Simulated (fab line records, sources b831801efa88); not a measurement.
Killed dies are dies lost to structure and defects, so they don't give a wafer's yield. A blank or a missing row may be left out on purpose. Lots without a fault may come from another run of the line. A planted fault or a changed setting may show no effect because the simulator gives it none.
fab line records | flow sfq_line
record lots=12 wafers=36 last_day=92
route steps=325 shown I0@44 I2@114 C5@247 I6@268
lots that met no fault: from a run of the same line without faults
start_h: hours from the record's first day to the start of the lot's first wafer shown | wait_h: hours since the lot's step before | " the same as in the row above | L1.1+2: a row that stands for several wafers | - no value, or no start given | * or withheld: withheld | < > ~ a bound
route shown NAME@n: a module of which the file shows steps, and the number in the route of the first | usual: mean/standard deviation of fault-free wafers | same: alike in all rows | chamber/n: place in a boat | sites: the reading at each site | _std_site: their standard deviation | _edge_site: outer sites' mean less inner sites' | radius_mm: how far each site lies from the wafer's centre | mask NAME#n: copy n | behind: the tool/chamber that last shaped the wafer | hold: why the lot was held/for how many hours/how that ended | device: the transistor (n, p or np) that didn't switch | end of line: the same wafers' tests at the end of the route | a step without rows: its recipe alone | killed: dies lost to structure and defects at the first sort, not the wafer's yield | map: a wafer's dies, x killed, . not, _ none there
set.NAME: the setting as run; set.NAME@STEP: as run at that earlier step | model.NAME: the simulator's own value behind a step, which no gauge read
steps of the route over a sample of lots; a table a step, a row a wafer
services: from which hour (start_h, from the record's first day; less than 0 if before it) a tool's chamber was out of use, for how many hours, and why
## steps
# step SFQ_TRILAYER_I0_CMP_CMP_028
# recipe material=SiO2 down_force_psi=3 platen_rpm=60 pad_velocity_m_s=0.94248
# usual motor_current_A=10.3/0.69 time_to_endpoint_s=208/7.5
# columns lot.wafer tool chamber start_h wait_h motor_current_A time_to_endpoint_s
L388.4 cmp-01 3 267.58 4.6 9.7 219
L388.5 " 3 269.58 6.6 9.8 226
L388.6 " 0 " " 9.6 217
L389.1 cmp-02 0 273.87 5.0 11.0 204
L389.2 " 2 274.87 6.0 10.3 216
L389.5 " 3 " " 10.9 213
L390.3 cmp-01 3 293.15 6.1 9.6 219
L390.1 " 0 " " 10.3 217
L390.4 " 1 " " 10.1 215
L391.1 cmp-01 3 299.65 6.6 10.1 209
L391.2 " 0 " " 10.5 208
L391.5 " 2 301.15 8.1 11.5 223
L392.1 cmp-01 1 310.65 8.4 9.4 193
L392.4 " 0 312.15 9.8 10.3 201
L392.5 " 2 313.15 10.8 12.1 214
L393.2 cmp-02 0 312.37 6.5 10.1 209
L393.4 " 2 313.37 7.4 10.3 209
L393.5 " 0 314.37 8.4 10.5 207
L394.3 cmp-01 0 323.38 1.8 10.0 201
L394.1 " 2 324.38 2.8 11.7 206
L394.5 " 0 325.38 3.7 10.4 204
L395.2 cmp-02 3 336.89 0.1 10.7 212
L395.4 " 1 337.89 1.0 9.8 205
L395.1 " 2 " " 10.1 205
L399.3 cmp-01 1 368.70 0.5 10.4 201
L399.1 " 2 " " 11.3 215
L399.4 " 3 " " 9.4 213
L403.1 cmp-02 3 404.86 0.5 11.0 216
L403.3 " 0 " " 10.6 198
L403.5 " 3 406.86 2.5 10.4 204
L405.2 cmp-01 3 418.40 1.0 9.9 205
L405.1 " 0 " " 9.8 206
L405.5 " 1 " " 9.8 210
L411.1 cmp-01 3 492.25 6.1 10.3 198
L411.2 " 1 493.25 7.1 9.6 197
L411.6 " 3 494.25 8.1 9.1 210
# step SFQ_TRILAYER_I0_METRO_MEASURE_029
# usual thk_nm=199.2/1
# columns lot.wafer tool chamber start_h wait_h thk_nm
L388.4 film_metro-01 - 271.30 0.6 199.5
L388.5 " - " " 199.3
L388.6 " - " " 201.2
L389.1 film_metro-01 - 276.49 0.1 198.5
L389.2 " - " " 198.0
L389.5 " - " " 198.5
L390.1 film_metro-01 - 295.77 0.1 198.2
L390.3 " - " " 199.6
L390.4 " - " " 198.8
L391.1 film_metro-02 - 301.77 0.1 199.4
L391.2 " - " " 200.3
L391.5 " - " " 200.2
L392.1 film_metro-02 - 313.77 0.1 197.8
L392.4 " - " " 197.7
L392.5 " - " " 200.1
L393.2 film_metro-04 - 315.69 0.3 200.3
L393.4 " - " " 199.8
L393.5 " - " " 200.1
L394.1 film_metro-04 - 326.00 0.1 200.1
L394.3 " - " " 198.6
L394.5 " - " " 199.6
L395.1 film_metro-02 - 340.01 0.1 199.4
L395.2 " - " " 200.8
L395.4 " - " " 198.7
L399.1 film_metro-02 - 371.32 0.1 201.1
L399.3 " - " " 199.8
L399.4 " - " " 199.9
L403.1 film_metro-04 - 407.48 0.1 184.6
L403.3 " - " " 198.0
L403.5 " - " " 198.4
L405.1 film_metro-04 - 420.52 0.1 199.9
L405.2 " - " " 199.2
L405.5 " - " " 200.8
L411.1 film_metro-04 - 495.37 0.1 198.6
L411.2 " - " " 199.2
L411.6 " - " " 198.9
# step SFQ_TRILAYER_I0_VIA_ETCH_VIA_ETCH_034
# recipe target=SiO2 stop_on=Nb mask_material=PR taper_deg=20 chemistry=CHF3 target_depth_nm=260 source_w=500 bias_w=80 pressure_mtorr=30 time_s=withheld
# usual drypump_motor_current_A=5.7/0.35 oes_product_au=0.853/0.005
# columns lot.wafer tool chamber start_h wait_h drypump_motor_current_A oes_product_au
L388.4 rie_diel-02 0 303.66 0.0 5.8 0.852
L388.5 " 1 " " 5.4 0.854
L388.6 " 2 " " 6.0 0.862
L389.1 rie_diel-04 0 304.86 0.0 5.9 0.862
L389.2 " 1 " " 5.2 0.853
L389.5 " 0 " " 5.8 0.855
L390.1 rie_diel-04 0 309.66 0.0 5.8 0.845
L390.3 " 2 " " 5.5 0.854
L390.4 " 0 " " 5.8 0.851
L391.1 rie_diel-02 2 312.06 0.0 6.0 0.854
L391.2 " 3 " " 6.2 0.845
L391.5 " 0 " " 5.9 0.856
L392.1 rie_diel-01 0 332.72 0.0 5.9 0.848
L392.4 " 2 " " 5.7 0.852
L392.5 " 0 " " 5.9 0.848
L393.2 rie_diel-02 3 335.12 0.0 6.2 0.848
L393.4 " 1 " " 5.3 0.859
L393.5 " 1 " " 5.3 0.850
L394.1 rie_diel-01 1 337.52 0.0 6.1 0.855
L394.3 " 3 " " 4.8 0.851
L394.5 " 1 " " 6.1 0.856
L395.1 rie_diel-02 1 343.84 0.0 5.4 0.854
L395.2 " 3 " " 6.2 0.855
L395.4 " 0 " " 5.9 0.852
L399.1 rie_diel-01 0 374.85 0.0 5.9 0.855
L399.3 " 1 " " 6.1 0.852
L399.4 " 2 " " 5.7 0.843
L403.1 rie_diel-02 3 411.01 0.0 6.2 0.812
L403.3 " 1 " " 5.3 0.851
L403.5 " 3 " " 6.2 0.855
L405.1 rie_diel-04 0 424.05 0.0 5.8 0.854
L405.2 " 2 " " 5.4 0.856
L405.5 " 1 " " 5.2 0.861
L411.1 rie_diel-04 3 650.23 0.0 5.6 0.848
L411.2 " 2 " " 5.5 0.857
L411.6 " 2 " " 5.4 0.851
# step SFQ_TRILAYER_I2_VIA_BARC_OPEN_VIA_ETCH_096
# recipe mask_material=PR chemistry=O2 target_depth_nm=125 target=BARC source_w=500 bias_w=80 pressure_mtorr=30 time_s=41.7
# usual drypump_motor_current_A=5.5/0.34 oes_product_au=0.685/0.0047
# columns lot.wafer tool chamber start_h wait_h drypump_motor_current_A oes_product_au rf_hours_counter_h
L388.4 rie_diel-02 3 917.99 0.0 6.2 0.686 20
L388.5 " 0 " " 5.9 0.680 -
L388.6 " 3 " " 6.2 0.688 -
L389.1 rie_diel-04 2 921.59 0.0 5.4 0.682 10
L389.2 " 3 " " 5.6 0.690 8
L389.5 " 3 " " 5.6 0.687 -
L390.1 rie_diel-03 0 923.99 0.0 5.3 0.688 2
L390.3 " 2 " " 5.1 0.692 0
L390.4 " 1 " " 4.8 0.680 11
L391.1 rie_diel-04 0 927.59 0.0 5.8 0.673 7
L391.2 " 2 " " 5.4 0.684 11
L391.5 " 0 " " 5.9 0.679 -
L392.1 rie_diel-03 3 949.19 0.0 5.5 0.688 2
L392.4 " 1 " " 4.8 0.683 11
L392.5 " 2 " " 5.1 0.683 -
L393.2 rie_diel-03 2 955.19 0.0 5.1 0.685 1
L393.4 " 0 " " 5.3 0.674 2
L393.5 " 0 " " 5.3 0.679 -
L394.1 rie_diel-04 0 958.79 0.0 5.8 0.686 7
L394.3 " 1 " " 5.2 0.688 9
L394.5 " 2 " " 5.4 0.690 -
L395.1 rie_diel-04 3 968.39 0.0 5.6 0.690 9
L395.2 " 1 " " 5.2 0.687 9
L395.4 " 2 " " 5.4 0.683 11
L399.1 rie_diel-03 1 1011.96 0.0 4.8 0.687 12
L399.3 " 2 " " 5.1 0.679 1
L399.4 " 3 " " 5.5 0.689 3
L403.1 rie_diel-04 2 1056.36 0.0 5.4 0.682 13
L403.3 " 3 " " 5.6 0.687 11
L403.5 " 2 " " 5.4 0.686 -
L405.1 rie_diel-03 1 1064.89 0.0 4.8 0.698 13
L405.2 " 2 " " 5.1 0.678 2
L405.5 " 0 " " 5.3 0.688 -
L411.1 rie_diel-04 3 1252.96 0.0 5.6 0.686 13
L411.2 " 2 " " 5.4 0.688 16
L411.6 " 0 " " 5.8 0.682 -
# step SFQ_TRILAYER_C5_BARC_OPEN_VIA_ETCH_210
# recipe mask_material=PR chemistry=O2 target_depth_nm=125 target=BARC source_w=500 bias_w=80 pressure_mtorr=30 time_s=41.7
# usual drypump_motor_current_A=5.5/0.4 oes_product_au=0.685/0.0044
# columns lot.wafer tool chamber start_h wait_h drypump_motor_current_A oes_product_au rf_hours_counter_h
L388.4 rie_diel-04 1 1716.34 0.0 5.2 0.689 2
L388.5 " 0 " " 5.8 0.687 -
L388.6 " 3 " " 5.6 0.687 -
L389.1 rie_diel-03 2 1717.45 0.0 5.1 0.690 11
L389.2 " 3 " " 5.5 0.692 13
L389.5 " 1 " " 4.8 0.693 -
L390.1 rie_diel-02 2 1730.94 0.0 6.0 0.684 4
L390.3 " 3 " " 6.2 0.683 11
L390.4 " 1 " " 5.4 0.686 14
L391.1 rie_diel-03 3 1733.34 0.0 5.6 0.694 13
L391.2 " 2 " " 5.1 0.687 11
L391.5 " 2 " " 5.1 0.685 -
L392.1 rie_diel-04 2 1738.14 0.0 5.4 0.687 3
L392.4 " 0 " " 5.9 0.675 20
L392.5 " 3 " " 5.6 0.678 -
L393.2 rie_diel-03 1 1741.74 0.0 4.8 0.688 4
L393.4 " 2 " " 5.1 0.681 11
L393.5 " 3 " " 5.6 0.684 -
L394.1 rie_diel-04 1 1746.41 0.0 5.2 0.685 2
L394.3 " 2 " " 5.5 0.689 3
L394.5 " 3 " " 5.6 0.683 -
L395.1 rie_diel-02 2 1756.01 0.0 6.0 0.682 5
L395.2 " 3 " " 6.2 0.679 12
L395.4 " 1 " " 5.4 0.681 15
L399.1 rie_diel-03 1 1830.09 0.0 4.8 0.686 5
L399.3 " 2 " " 5.1 0.683 12
L399.4 " 0 " " 5.3 0.682 15
L403.1 rie_diel-02 0 1862.08 0.0 5.8 0.691 12
L403.3 " 2 " " 6.0 0.692 7
L403.5 " 0 " " 5.9 0.687 -
L405.1 rie_diel-02 0 1872.88 0.0 5.9 0.691 12
L405.2 " 1 " " 5.3 0.678 16
L405.5 " 1 " " 5.3 0.681 -
L411.1 rie_diel-03 3 1899.08 0.0 5.6 0.692 15
L411.2 " 1 " " 4.8 0.694 5
L411.6 " 2 " " 5.1 0.684 -
# step SFQ_I6_BOW_MEAS_941
# recipe mode=bow
# usual I6_BOW=7/8.7
# columns lot.wafer tool chamber start_h wait_h I6_BOW[um]
L388.4 film_metro-03 - 1733.26 1.6 24
L388.5 " - " " 20
L388.6 " - " " 18
L389.1 film_metro-02 - 1736.20 1.5 6
L389.2 " - " " 5
L389.5 " - " " 6
L390.1 film_metro-01 - 1739.66 2.5 5
L390.3 " - " " -4
L390.4 " - " " 5
L391.1 film_metro-03 - 1742.66 1.0 8
L391.2 " - " " 8
L391.5 " - " " 10
L392.1 film_metro-01 - 1745.66 1.0 28
L392.4 " - " " 21
L392.5 " - " " 32
L393.2 film_metro-03 - 1834.75 1.5 2
L393.4 " - " " 3
L393.5 " - " " 8
L394.1 film_metro-01 - 1840.73 2.0 9
L394.3 " - " " 13
L394.5 " - " " 9
L395.1 film_metro-03 - 1850.30 2.5 -4
L395.2 " - " " -18
L395.4 " - " " 2
L399.1 film_metro-02 - 1914.04 1.0 -8
L399.3 " - " " 0
L399.4 " - " " 1
L403.1 film_metro-03 - 1924.81 1.5 12
L403.3 " - " " 10
L403.5 " - " " 4
L405.1 film_metro-02 - 1927.81 1.0 4
L405.2 " - " " -10
L405.5 " - " " -4
L411.1 film_metro-03 - 1942.81 1.0 3
L411.2 " - " " -2
L411.6 " - " " 10
## services
# columns tool chamber start_h hours kind
rie_diel-04 2 259.30 11.5 repair
rie_diel-04 3 300.07 6.0 repair
rie_diel-04 1 305.75 8.1 repair
rie_diel-04 1 344.47 1.2 repair
rie_diel-04 3 369.14 6.3 repair
rie_diel-04 - 447.70 0.8 repair
rie_diel-04 - 574.52 0.8 repair
rie_diel-04 1 664.61 4.5 repair
rie_diel-04 - 682.44 0.2 repair
rie_diel-04 0 735.01 15.6 repair
rie_diel-04 1 736.22 6.3 repair
rie_diel-04 1 800.35 4.6 repair
rie_diel-04 - 902.56 0.2 repair
rie_diel-04 0 910.24 3.3 repair
rie_diel-04 3 917.57 4.0 repair
rie_diel-04 1 934.97 8.4 repair
rie_diel-04 1 969.27 14.8 repair
rie_diel-04 - 1124.00 2.8 pm
rie_diel-04 2 1139.32 2.0 repair
rie_diel-04 1 1235.23 6.2 repair
rie_diel-04 1 1246.28 7.5 repair
rie_diel-04 1 1286.85 3.7 repair
rie_diel-04 1 1307.47 11.6 repair
rie_diel-04 3 1329.45 11.3 repair
## key
first_sign step=SFQ_TRILAYER_I0_METRO_MEASURE_029 reading=thk_nm direction=down sigmas=14 usual=199.2 struck=184.6
effect step=SFQ_TRILAYER_I0_VIA_ETCH_VIA_ETCH_034 reading=oes_product_au direction=down sigmas=8.1 usual=0.853 struck=0.812
met_at SFQ_TRILAYER_I0_CMP_CMP_028
struck_lots L403
struck_wafers L403.1
not_acting_at SFQ_TRILAYER_I2_VIA_BARC_OPEN_VIA_ETCH_096,SFQ_TRILAYER_C5_BARC_OPEN_VIA_ETCH_210,SFQ_I6_BOW_MEAS_941
onset_between 336.89 404.86
fault kind=process_parameter_drift tool=cmp-02 chamber=- onset_h=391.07 steps=SFQ_TRILAYER_I0_CMP_CMP_028 channel=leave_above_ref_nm offset=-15 shape=step end_h=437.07 scope=struck_wafers_only acts_in=these_recipes_only stated=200
